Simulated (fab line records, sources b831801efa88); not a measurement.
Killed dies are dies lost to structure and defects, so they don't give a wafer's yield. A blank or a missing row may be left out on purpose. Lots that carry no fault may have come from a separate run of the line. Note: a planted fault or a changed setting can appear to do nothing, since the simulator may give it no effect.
fab line records	flow sky130
record lots=6	wafers=18	last-day=50
route steps=708 shown SPACER@305 POLY_CUT@307 PAD_OPEN@708
lots with no fault: from the same line, run without faults
start-h: the number of hours between the record's first day and the start of the first shown wafer of the lot	wait-h: how many hours have passed since the lot's step before this one	" as in the row above	L1.1+2: one row covering several wafers at once	- no value present, or no start provided	* or withheld: withheld	< > ~ a bound
route shown NAME@n: names a module that has steps shown in the file, with the first one's number in the route	usual: mean/standard deviation of fault-free wafers	same: alike in all rows	chamber/n: place in a boat	sites: the reading at each site	_std_site: standard deviation of those values	_edge_site: the outer-site mean with the inner-site mean subtracted	radius-mm: how far each site lies from the wafer's centre	mask NAME#n: copy n	behind: the last tool/chamber to shape the wafer	hold: what put the lot on hold/how long, in hours/how the hold closed	device: the transistor (n, p or np) that didn't switch	end of line: the same wafers' tests at the end of the route	step lacking rows: just its recipe	killed: dies that structure and defects cost at the first sort, which is not the same as the wafer's yield	map: a wafer's dies, marking killed ones x, the rest . and places with no die _
set.NAME: the setting that was run; set.NAME@STEP: the one run at that earlier step	model.NAME: the simulator's own value behind a step, which no gauge read
lots seen at some steps along the route; tables by step, rows by wafer
services: a tool's chamber out of use, with start hour (start-h, from the record's first day; less than 0 if before it), hours out, and reason
## steps
# step SKY_SPACER_THK_MEAS_01
# recipe reads=Si3N4_of_SPACER_CVD_00
# usual SPACER_CVD_00_THK=43.2/0.38
lot.wafer	tool	chamber	start-h	wait-h	SPACER_CVD_00_THK[nm]
L779.2	film-metro-01	-	546.28	0.0	43.0
L779.4	"	-	"	"	43.4
L779.6	"	-	"	"	42.9
L781.1	film-metro-03	-	576.27	0.0	43.1
L781.3	"	-	"	"	43.2
L781.6	"	-	"	"	43.3
L784.1	film-metro-03	-	588.24	0.0	42.9
L784.4	"	-	"	"	43.4
L784.6	"	-	"	"	42.9
L787.1	film-metro-02	-	599.04	0.0	43.6
L787.5	"	-	"	"	43.4
L787.6	"	-	"	"	43.2
L794.3	film-metro-02	-	681.38	0.0	44.1
L794.5	"	-	"	"	43.7
L794.6	"	-	"	"	44.0
L802.1	film-metro-01	-	717.47	0.0	43.3
L802.3	"	-	"	"	42.9
L802.4	"	-	"	"	43.4
# step SKY_SPACER_ETCHBACK_02
# recipe chemistry=CH3F/O2	target=Si3N4	stop-on=SiO2	source-w=400	bias-w=80	pressure-mtorr=25	ch3f-flow-sccm=40	O2_flow_sccm=30	time-s=46.7	target-depth-a=450
# usual drypump-motor-current-A=6.0/0.33	oes-product-au=0.855/0.0059	throttle-valve-pct=10.562/0.01
lot.wafer	tool	chamber	start-h	wait-h	drypump-motor-current-A	oes-product-au	rf-hours-counter-h	throttle-valve-pct
L779.2	rie-diel-02	2	546.33	0.0	5.7	0.852	7	10.554
L779.4	"	3	"	"	5.5	0.854	37	10.571
L779.6	"	1	"	"	5.7	0.844	-	10.549
L781.1	rie-diel-04	2	576.33	0.1	6.1	0.856	7	10.572
L781.3	"	1	"	"	6.2	0.861	46	10.562
L781.6	"	3	"	"	5.4	0.858	-	10.568
L784.1	rie-diel-04	1	588.30	0.1	6.1	0.857	46	10.578
L784.4	"	2	"	"	6.1	0.853	7	10.549
L784.6	"	1	"	"	6.1	0.849	-	10.550
L787.1	rie-diel-04	2	599.10	0.1	6.2	0.859	7	10.567
L787.5	"	0	"	"	6.1	0.865	-	10.558
L787.6	"	1	"	"	6.2	0.856	-	10.557
L794.3	rie-diel-04	0	681.42	0.0	6.1	0.867	4	10.561
L794.5	"	0	"	"	6.1	0.869	-	10.551
L794.6	"	1	"	"	6.1	0.856	-	10.556
L802.1	rie-diel-04	3	717.53	0.1	5.4	0.855	8	10.556
L802.3	"	0	"	"	6.1	0.852	5	10.583
L802.4	"	1	"	"	6.2	0.856	-	10.552
# step SKY_POLY_CUT_DEHYDRATE_00
# recipe temp-c=200	time-s=60
# step SKY_POLY_CUT_HMDS_01
# recipe prime-time-s=60	prime-temp-c=120
# step SKY_POLY_CUT_COAT_02
# recipe resist=BARC	temp-c=withheld	time-s=withheld	spin-rpm=3000	resist-thk-nm=60
# step SKY_POLY_CUT_COAT_03
# recipe resist=KrF-thick	spin-rpm=3000	resist-thk-nm=450
# step SKY_POLY_CUT_SOFTBAKE_04
# recipe temp-c=100	time-s=90	resist=KrF-thick
# step SKY_POLY_CUT_EXPOSE_05
# recipe mask-id=NPCM	na=0.8	source-shape=annular	sigma-inner=0.55	sigma-outer=0.85	target-cd-nm=270	dose-mj=32
# step SKY_POLY_CUT_PEB_06
# recipe peb-temp-c=withheld	peb-time-s=withheld	resist=KrF-thick
# step SKY_POLY_CUT_DEVELOP_07
# recipe develop-time-s=60	resist=KrF-thick	dev-temp-c=21
# step SKY_POLY_CUT_CD_MEAS_08
# recipe target-cd-nm=270
# usual cd-nm=270.2/1.5
lot.wafer	tool	chamber	start-h	wait-h	cd-nm
L779.2	cd-sem-02	-	576.34	-	269.4
L779.4	"	-	"	"	268.6
L779.6	"	-	"	"	268.2
L781.1	cd-sem-01	-	604.93	-	273.6
L781.3	"	-	"	"	273.2
L781.6	"	-	"	"	272.2
L784.1	cd-sem-02	-	617.23	-	268.9
L784.4	"	-	"	"	270.2
L784.6	"	-	"	"	270.4
L787.1	cd-sem-01	-	627.63	-	269.5
L787.5	"	-	"	"	269.0
L787.6	"	-	"	"	270.6
L794.3	cd-sem-02	-	708.72	-	269.7
L794.5	"	-	"	"	269.4
L794.6	"	-	"	"	270.3
L802.1	cd-sem-02	-	745.68	-	270.0
L802.3	"	-	"	"	270.5
L802.4	"	-	"	"	271.5
# step SKY_POLY_CUT_OVL_MEAS_09
# usual POLY_CUT_OVL=0/7.4
lot.wafer	tool	chamber	start-h	wait-h	POLY_CUT_OVL[nm]
L779.2	overlay-01	-	576.44	0.1	-4
L779.4	"	-	"	"	-13
L779.6	"	-	"	"	-11
L781.1	overlay-01	-	605.05	0.1	6
L781.3	"	-	"	"	9
L781.6	"	-	"	"	2
L784.1	overlay-02	-	617.35	0.1	-1
L784.4	"	-	"	"	9
L784.6	"	-	"	"	6
L787.1	overlay-01	-	627.75	0.1	12
L787.5	"	-	"	"	12
L787.6	"	-	"	"	10
L794.3	overlay-02	-	708.81	0.1	0
L794.5	"	-	"	"	2
L794.6	"	-	"	"	2
L802.1	overlay-02	-	745.80	0.1	0
L802.3	"	-	"	"	-6
L802.4	"	-	"	"	-4
# step SKY_POLY_CUT_ETCH_10
# recipe chemistry=N2/H2	target=BARC	ion-energy-ev=200	source-w=500	bias-w=100	pressure-mtorr=30	n2-flow-sccm=100	h2-flow-sccm=200	stop-on=SiO2	time-s=45.9	target-depth-a=600
# usual bias-w=100.0/0.33	chamber-pressure-mTorr=29.997/0.029	drypump-motor-current-A=6.0/0.41	oes-product-au=0.853/0.0044	throttle-valve-pct=13.224/0.009
lot.wafer	tool	chamber	start-h	wait-h	bias-w	chamber-pressure-mTorr	drypump-motor-current-A	oes-product-au	rf-hours-counter-h	throttle-valve-pct	model.KrF-thick_of_POLY_CUT_COAT_03.thk-nm
L779.2	rie-diel-01	1	576.47	0.0	99.7	30.001	5.9	0.853	5	13.234	410.4
L779.4	"	0	"	"	99.8	29.985	6.2	0.857	-	13.219	410.9
L779.6	"	3	"	"	99.5	30.006	5.2	0.846	-	13.231	410.4
L781.1	rie-diel-03	3	605.09	0.0	99.9	29.986	5.8	0.856	2	13.217	409.1
L781.3	"	1	"	"	99.1	29.998	6.7	0.853	4	13.217	409.8
L781.6	"	2	"	"	99.8	29.985	6.2	0.857	-	13.233	409.4
L784.1	rie-diel-01	3	617.38	0.0	-	-	-	-	-	-	437
L784.4	"	2	"	"	-	-	-	-	-	-	436.5
L784.6	"	0	"	"	-	-	-	-	-	-	436
L787.1	rie-diel-03	1	627.78	0.0	-	-	-	-	-	-	436.8
L787.5	"	0	"	"	-	-	-	-	-	-	434.6
L787.6	"	3	"	"	-	-	-	-	-	-	434.6
L794.3	rie-diel-01	2	708.84	0.0	100.2	29.995	6.5	0.846	3	13.238	410.1
L794.5	"	2	"	"	100.3	29.978	6.4	0.853	-	13.234	409
L794.6	"	3	"	"	99.7	29.999	5.2	0.850	-	13.221	410.7
L802.1	rie-diel-02	1	745.83	0.0	99.7	29.980	5.7	0.852	3	13.239	405.6
L802.3	"	3	"	"	99.8	29.987	5.5	0.847	42	13.230	407
L802.4	"	2	"	"	99.8	30.012	5.8	0.841	12	13.225	407
# step SKY_POLY_CUT_ETCH_11
# recipe target=Si3N4	chemistry=CF4/CH2F2/Ar	stop-on=poly-Si	source-w=600	bias-w=150	pressure-mtorr=40	cf4-flow-sccm=40	ch2f2-flow-sccm=20	Ar_flow_sccm=150	time-s=42.5	target-depth-a=600
# usual bias-w=150.1/0.48	cf4-flow-sccm=40.02/0.11	drypump-motor-current-A=6.0/0.41	oes-product-au=0.830/0.0066	throttle-valve-pct=14.994/0.0097
lot.wafer	tool	chamber	start-h	wait-h	bias-w	cf4-flow-sccm	drypump-motor-current-A	oes-product-au	rf-hours-counter-h	throttle-valve-pct
L779.2	rie-diel-01	1	576.52	0.0	150.7	40.00	5.9	0.819	5	14.986
L779.4	"	0	"	"	150.0	39.93	6.2	0.823	-	14.995
L779.6	"	3	"	"	150.1	40.15	5.2	0.812	-	15.000
L781.1	rie-diel-03	3	605.13	0.0	150.0	40.03	5.7	0.834	2	15.002
L781.3	"	1	"	"	150.4	40.02	6.7	0.834	4	15.007
L781.6	"	2	"	"	149.8	40.01	6.2	0.821	-	14.996
L784.1	rie-diel-01	3	617.42	0.0	150.5	40.15	5.2	0.370	7	14.935
L784.4	"	2	"	"	148.9	40.04	6.5	0.378	1	14.950
L784.6	"	0	"	"	149.4	39.96	6.2	0.370	-	14.943
L787.1	rie-diel-03	1	627.82	0.0	149.6	39.92	6.7	0.375	5	14.955
L787.5	"	0	"	"	150.7	39.79	6.1	0.376	-	14.960
L787.6	"	3	"	"	149.7	40.03	5.7	0.367	-	14.939
L794.3	rie-diel-01	2	708.88	0.0	150.0	39.84	6.5	0.831	3	14.989
L794.5	"	2	"	"	151.1	39.97	6.4	0.825	-	15.003
L794.6	"	3	"	"	149.1	40.10	5.2	0.829	-	14.991
L802.1	rie-diel-02	1	745.87	0.0	150.6	40.02	5.7	0.829	3	15.000
L802.3	"	3	"	"	148.7	40.13	5.5	0.836	42	15.001
L802.4	"	2	"	"	150.1	40.07	5.7	0.834	12	14.994
# step SKY_POLY_CUT_STRIP_12
# recipe chemistry=O2/N2	power-w=1400	pressure-mtorr=1500	platen-temp-c=withheld	o2-flow-sccm=3000	n2-flow-sccm=300	overash-fraction=0.5
# usual drypump-motor-current-A=5.77/0.18	oes-product-au=0.452/0.0044	strip-time-to-endpoint-s=5.354/0.018
lot.wafer	tool	chamber	start-h	wait-h	drypump-motor-current-A	oes-product-au	rf-hours-counter-h	strip-time-to-endpoint-s
L779.2	plasma-asher-04	1	576.56	0.0	6.14	0.461	83	5.383
L779.4	"	0	"	"	5.83	0.443	-	5.392
L779.6	"	0	"	"	5.80	0.451	-	5.380
L781.1	plasma-asher-03	0	605.17	0.0	5.61	0.446	16	5.361
L781.3	"	1	"	"	5.74	0.458	-	5.372
L781.6	"	0	"	"	5.63	0.457	-	5.369
L784.1	plasma-asher-03	1	617.46	0.0	5.75	0.463	17	5.646
L784.4	"	0	"	"	5.63	0.467	-	5.621
L784.6	"	1	"	"	5.75	0.465	-	5.644
L787.1	plasma-asher-03	1	627.86	0.0	5.75	0.465	18	5.642
L787.5	"	1	"	"	5.75	0.461	-	5.593
L787.6	"	0	"	"	5.62	0.472	-	5.606
L794.3	plasma-asher-03	0	708.95	0.1	5.62	0.455	-	5.368
L794.5	"	1	"	"	5.74	0.455	-	5.362
L794.6	"	0	"	"	5.62	0.460	-	5.393
L802.1	plasma-asher-03	1	745.91	0.0	5.75	0.450	30	5.318
L802.3	"	1	"	"	5.76	0.456	-	5.345
L802.4	"	0	"	"	5.61	0.451	-	5.346
# step SKY_PAD_OPEN_PROBE_99
# usual killed_at_M0_to_M3=44/7.3	killed_at_M4_up=3.4/1.7	killed-at-contacts=24/5.3	killed-at-front-end=15/4.1	killed-at-other=0.4/0.68	killed-dies=87/9.5	killed-on-rim=17/3.8	killed-open=48/7.1	killed-short=39/5.8
# same gross-dies=492	killed-at-back-side=0
lot.wafer	tool	chamber	start-h	wait-h	killed_at_M0_to_M3	killed_at_M4_up	killed-at-contacts	killed-at-front-end	killed-at-other	killed-dies	killed-on-rim	killed-open	killed-short
L779.2	prober-02	-	1088.12	0.1	46	3	23	19	0	91	19	50	41
L779.4	prober-02	-	1088.22	0.2	46	2	21	20	0	89	19	43	46
L779.6	prober-02	-	1088.32	0.2	49	3	15	15	0	82	17	40	42
L781.1	prober-02	-	1105.01	0.1	45	3	31	15	0	94	23	54	40
L781.3	prober-02	-	1105.11	0.2	58	8	16	21	1	104	20	49	54
L781.6	prober-02	-	1105.26	0.2	46	5	28	14	0	93	21	49	41
L784.1	prober-01	-	1114.20	0.1	51	1	30	410	0	492	96	50	39
L784.4	prober-01	-	1114.35	0.2	43	5	26	417	1	492	96	50	41
L784.6	prober-01	-	1114.45	0.2	43	5	25	419	0	492	96	48	42
L787.1	prober-02	-	1122.40	0.1	45	3	22	422	0	492	96	49	40
L787.5	prober-02	-	1122.60	0.2	50	1	19	420	2	492	96	40	47
L787.6	prober-02	-	1122.65	0.2	59	2	17	414	0	492	96	53	39
L794.3	prober-01	-	1175.24	0.2	49	2	29	8	0	88	24	42	46
L794.5	prober-01	-	1175.34	0.2	42	5	19	10	0	76	12	43	33
L794.6	prober-01	-	1175.39	0.2	30	2	30	16	0	78	12	46	30
L802.1	prober-01	-	1198.65	0.1	40	1	28	19	0	88	14	48	40
L802.3	prober-01	-	1198.75	0.2	38	2	32	5	0	77	16	46	31
L802.4	prober-01	-	1198.80	0.2	46	1	27	13	0	87	20	52	35
# killed by level:class
L779.2 METAL1:geometric-particle:short=8 CONTACT:geometric-particle:open=8 VIA1:geometric-particle:open=7 VIA2:geometric-particle:open=7 VIA3:geometric-particle:open=7 LI_CONTACT:geometric-particle:open=6 METAL2:geometric-particle:short=6 FIELD_ISO:geometric-particle:short=4
L779.4 VIA1:geometric-particle:open=7 FIELD_ISO:geometric-particle:short=6 LI_CONTACT:geometric-particle:open=6 VIA2:geometric-particle:open=6 VIA3:geometric-particle:open=6 FIELD_ISO:geometric-particle:open=5 CONTACT:geometric-particle:open=5 VIA1:geometric-particle:short=5
L779.6 VIA2:geometric-particle:open=8 VIA2:geometric-particle:short=7 METAL2:geometric-particle:short=7 CONTACT:geometric-particle:open=6 METAL1:geometric-particle:short=6 VIA1:geometric-particle:open=5 FIELD_ISO:geometric-particle:open=4 SPACER:geometric-particle:open=4
L781.1 CONTACT:geometric-particle:open=15 VIA1:geometric-particle:open=14 CONTACT:geometric-particle:short=8 VIA2:geometric-particle:open=7 VIA1:geometric-particle:short=5 FIELD_ISO:geometric-particle:open=4 METAL1:geometric-particle:short=4 POLY_GATE:geometric-particle:short=4
L781.3 VIA1:geometric-particle:open=10 VIA1:geometric-particle:short=9 METAL2:geometric-particle:short=8 VIA2:geometric-particle:open=8 CONTACT:geometric-particle:open=7 METAL1:geometric-particle:short=7 POLY_GATE:geometric-particle:short=6 POLY_GATE:geometric-particle:open=6
L781.6 VIA1:geometric-particle:open=10 CONTACT:geometric-particle:open=10 VIA2:geometric-particle:open=8 LI_CONTACT:geometric-particle:open=6 CONTACT:geometric-particle:short=6 VIA1:geometric-particle:short=5 METAL1:geometric-particle:short=5 LOCAL_INTERCONNECT:geometric-particle:short=4
L784.1 POLY_CUT:area-etch=403 CONTACT:geometric-particle:open=14 VIA1:geometric-particle:open=10 VIA3:geometric-particle:open=8 VIA2:geometric-particle:open=7 VIA1:geometric-particle:short=6 LI_CONTACT:geometric-particle:short=6 VIA2:geometric-particle:short=5
L784.4 POLY_CUT:area-etch=401 VIA3:geometric-particle:open=9 VIA1:geometric-particle:open=9 LI_CONTACT:geometric-particle:open=8 VIA2:geometric-particle:open=8 CONTACT:geometric-particle:open=5 VIA3:geometric-particle:short=5 FIELD_ISO:geometric-particle:short=4
L784.6 POLY_CUT:area-etch=402 CONTACT:geometric-particle:open=11 VIA1:geometric-particle:open=8 VIA1:geometric-particle:short=7 LOCAL_INTERCONNECT:geometric-particle:short=6 VIA2:geometric-particle:open=6 FIELD_ISO:geometric-particle:open=5 METAL1:geometric-particle:short=5
L787.1 POLY_CUT:area-etch=402 CONTACT:geometric-particle:open=9 VIA3:geometric-particle:open=8 FIELD_ISO:geometric-particle:short=6 METAL1:geometric-particle:short=6 VIA1:geometric-particle:open=6 FIELD_ISO:geometric-particle:open=5 POLY_GATE:geometric-particle:open=5
L787.5 POLY_CUT:area-etch=403 METAL2:geometric-particle:short=13 LOCAL_INTERCONNECT:geometric-particle:short=6 VIA1:geometric-particle:open=6 VIA2:geometric-particle:open=6 METAL1:geometric-particle:short=5 VIA3:geometric-particle:open=5 POLY_GATE:geometric-particle:open=4
L787.6 POLY_CUT:area-etch=400 VIA3:geometric-particle:open=13 VIA1:geometric-particle:open=12 VIA2:geometric-particle:open=7 METAL2:geometric-particle:short=7 CONTACT:geometric-particle:open=6 METAL3:geometric-particle:short=5 POLY_GATE:geometric-particle:open=4
L794.3 VIA1:geometric-particle:open=11 METAL1:geometric-particle:short=8 CONTACT:geometric-particle:open=8 LOCAL_INTERCONNECT:geometric-particle:short=7 VIA3:geometric-particle:open=7 LI_CONTACT:geometric-particle:open=6 CONTACT:geometric-particle:short=6 VIA2:geometric-particle:open=6
L794.5 VIA1:geometric-particle:open=9 VIA3:geometric-particle:open=8 LI_CONTACT:geometric-particle:open=7 VIA2:geometric-particle:open=7 CONTACT:geometric-particle:open=5 VIA3:geometric-particle:short=5 LOCAL_INTERCONNECT:geometric-particle:short=4 FIELD_ISO:geometric-particle:short=3
L794.6 CONTACT:geometric-particle:open=11 LI_CONTACT:geometric-particle:open=8 VIA1:geometric-particle:open=8 VIA3:geometric-particle:open=6 FIELD_ISO:geometric-particle:short=4 VIA1:geometric-particle:short=4 VIA2:geometric-particle:open=4 VIA2:geometric-particle:short=3
L802.1 VIA1:geometric-particle:open=15 LI_CONTACT:geometric-particle:open=7 FIELD_ISO:geometric-particle:short=6 POLY_GATE:geometric-particle:open=6 CONTACT:geometric-particle:open=6 CONTACT:geometric-particle:short=6 VIA2:geometric-particle:open=5 POLY_GATE:geometric-particle:short=4
L802.3 LI_CONTACT:geometric-particle:open=15 VIA1:geometric-particle:open=12 VIA2:geometric-particle:open=7 VIA3:geometric-particle:open=6 LOCAL_INTERCONNECT:geometric-particle:short=5 CONTACT:geometric-particle:short=5 VIA1:geometric-particle:short=4 LI_CONTACT:geometric-particle:short=3
L802.4 VIA1:geometric-particle:open=12 CONTACT:geometric-particle:open=11 METAL2:geometric-particle:short=7 FIELD_ISO:geometric-particle:open=6 LI_CONTACT:geometric-particle:open=6 CONTACT:geometric-particle:short=5 VIA1:geometric-particle:short=4 VIA2:geometric-particle:open=4
# map L784.1 (x killed, . not)
__________xxxxxxxxxx_________
________xxxxxxxxxxxxxx_______
______xxxxxxxxxxxxxxxxxx_____
_____xxxxxxxxxxxxxxxxxxxx____
____xxxxxxxxxxxxxxxxxxxxxx___
___xxxxxxxxxxxxxxxxxxxxxxxx__
__xxxxxxxxxxxxxxxxxxxxxxxxxx_
_xxxxxxxxxxxxxxxxxxxxxxxxxxxx
_xxxxxxxxxxxxxxxxxxxxxxxxxxxx
_xxxxxxxxxxxxxxxxxxxxxxxxxxxx
_xxxxxxxxxxxxxxxxxxxxxxxxxxxx
_xxxxxxxxxxxxxxxxxxxxxxxxxxxx
_xxxxxxxxxxxxxxxxxxxxxxxxxxxx
_xxxxxxxxxxxxxxxxxxxxxxxxxxxx
_xxxxxxxxxxxxxxxxxxxxxxxxxxxx
__xxxxxxxxxxxxxxxxxxxxxxxxxx_
___xxxxxxxxxxxxxxxxxxxxxxxx__
____xxxxxxxxxxxxxxxxxxxxxx___
_____xxxxxxxxxxxxxxxxxxxx____
______xxxxxxxxxxxxxxxxxx_____
________xxxxxxxxxxxxxx_______
__________xxxxxxxxxx_________
# map L787.1 (x killed, . not)
__________xxxxxxxxxx_________
________xxxxxxxxxxxxxx_______
______xxxxxxxxxxxxxxxxxx_____
_____xxxxxxxxxxxxxxxxxxxx____
____xxxxxxxxxxxxxxxxxxxxxx___
___xxxxxxxxxxxxxxxxxxxxxxxx__
__xxxxxxxxxxxxxxxxxxxxxxxxxx_
_xxxxxxxxxxxxxxxxxxxxxxxxxxxx
_xxxxxxxxxxxxxxxxxxxxxxxxxxxx
_xxxxxxxxxxxxxxxxxxxxxxxxxxxx
_xxxxxxxxxxxxxxxxxxxxxxxxxxxx
_xxxxxxxxxxxxxxxxxxxxxxxxxxxx
_xxxxxxxxxxxxxxxxxxxxxxxxxxxx
_xxxxxxxxxxxxxxxxxxxxxxxxxxxx
_xxxxxxxxxxxxxxxxxxxxxxxxxxxx
__xxxxxxxxxxxxxxxxxxxxxxxxxx_
___xxxxxxxxxxxxxxxxxxxxxxxx__
____xxxxxxxxxxxxxxxxxxxxxx___
_____xxxxxxxxxxxxxxxxxxxx____
______xxxxxxxxxxxxxxxxxx_____
________xxxxxxxxxxxxxx_______
__________xxxxxxxxxx_________
## services
tool	chamber	start-h	hours	kind
plasma-asher-04	-	523.82	28.1	pm
rie-diel-02	1	526.36	3.1	repair
rie-diel-01	1	543.92	21.0	repair
rie-diel-04	0	545.92	5.6	repair
rie-diel-02	3	552.59	5.0	repair
rie-diel-01	2	564.93	-	clean
rie-diel-01	2	564.93	17.0	scheduled-down
rie-diel-01	2	564.93	17.0	vent-cycle
plasma-asher-03	-	596.98	0.6	repair
plasma-asher-04	-	597.59	2.8	pm
rie-diel-04	1	636.18	1.8	repair
rie-diel-02	-	641.79	0.7	repair
rie-diel-04	0	644.89	6.6	repair
rie-diel-02	-	646.08	2.8	pm
rie-diel-02	1	649.74	1.9	repair
plasma-asher-03	-	651.58	1.5	repair
rie-diel-01	0	676.92	4.9	repair
rie-diel-04	2	711.96	7.8	repair
rie-diel-02	2	720.39	3.0	repair
rie-diel-04	1	728.36	2.5	repair
rie-diel-04	1	730.82	-	clean
rie-diel-04	1	730.82	22.0	scheduled-down
plasma-asher-04	-	733.75	9.0	pm
rie-diel-03	-	740.08	1.4	repair
## key
first-sign step=SKY_POLY_CUT_ETCH_10	reading=tool-record	direction=missing
effect step=SKY_POLY_CUT_ETCH_11	reading=oes-product-au	direction=down	sigmas=69	usual=0.830	struck=0.373
effect step=SKY_POLY_CUT_STRIP_12	reading=strip-time-to-endpoint-s	direction=up	sigmas=15	usual=*	struck=*
effect step=SKY_PAD_OPEN_PROBE_99	reading=killed-at-front-end	direction=up	sigmas=99	usual=15	struck=417
model-effect step=SKY_POLY_CUT_ETCH_10	value=KrF-thick_of_POLY_CUT_COAT_03.thk-nm	without=407.9	struck=435.9
more-kills-born-at SKY_POLY_CUT_ETCH_10@rie-diel-01=1206	SKY_POLY_CUT_ETCH_10@rie-diel-03=1205
met-at SKY_POLY_CUT_ETCH_10
struck-wafers L784.1,L784.4,L784.6,L787.1,L787.5,L787.6
later-rows-left-out L784.1,L784.4,L784.6,L787.1,L787.5,L787.6
tester-left-out L784,L787
onset-between 605.09 617.38
fault kind=skipped-step-whole	tool=rie-diel-01,rie-diel-03	chamber=-	onset-h=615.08	steps=SKY_POLY_CUT_ETCH_10	scope=struck-lots-only
# tester-left-out: of these lots the tester's yield and bins aren't shown, on N5 and GAA mostly nor the transistor test; their killed dies are dies lost to structure and defects alone, not to doping, threshold or leakage, so they don't give the yield
# later-rows-left-out: the simulator's readings of these wafers behind a module that went badly wrong aren't trusted and aren't shown, but for the sort
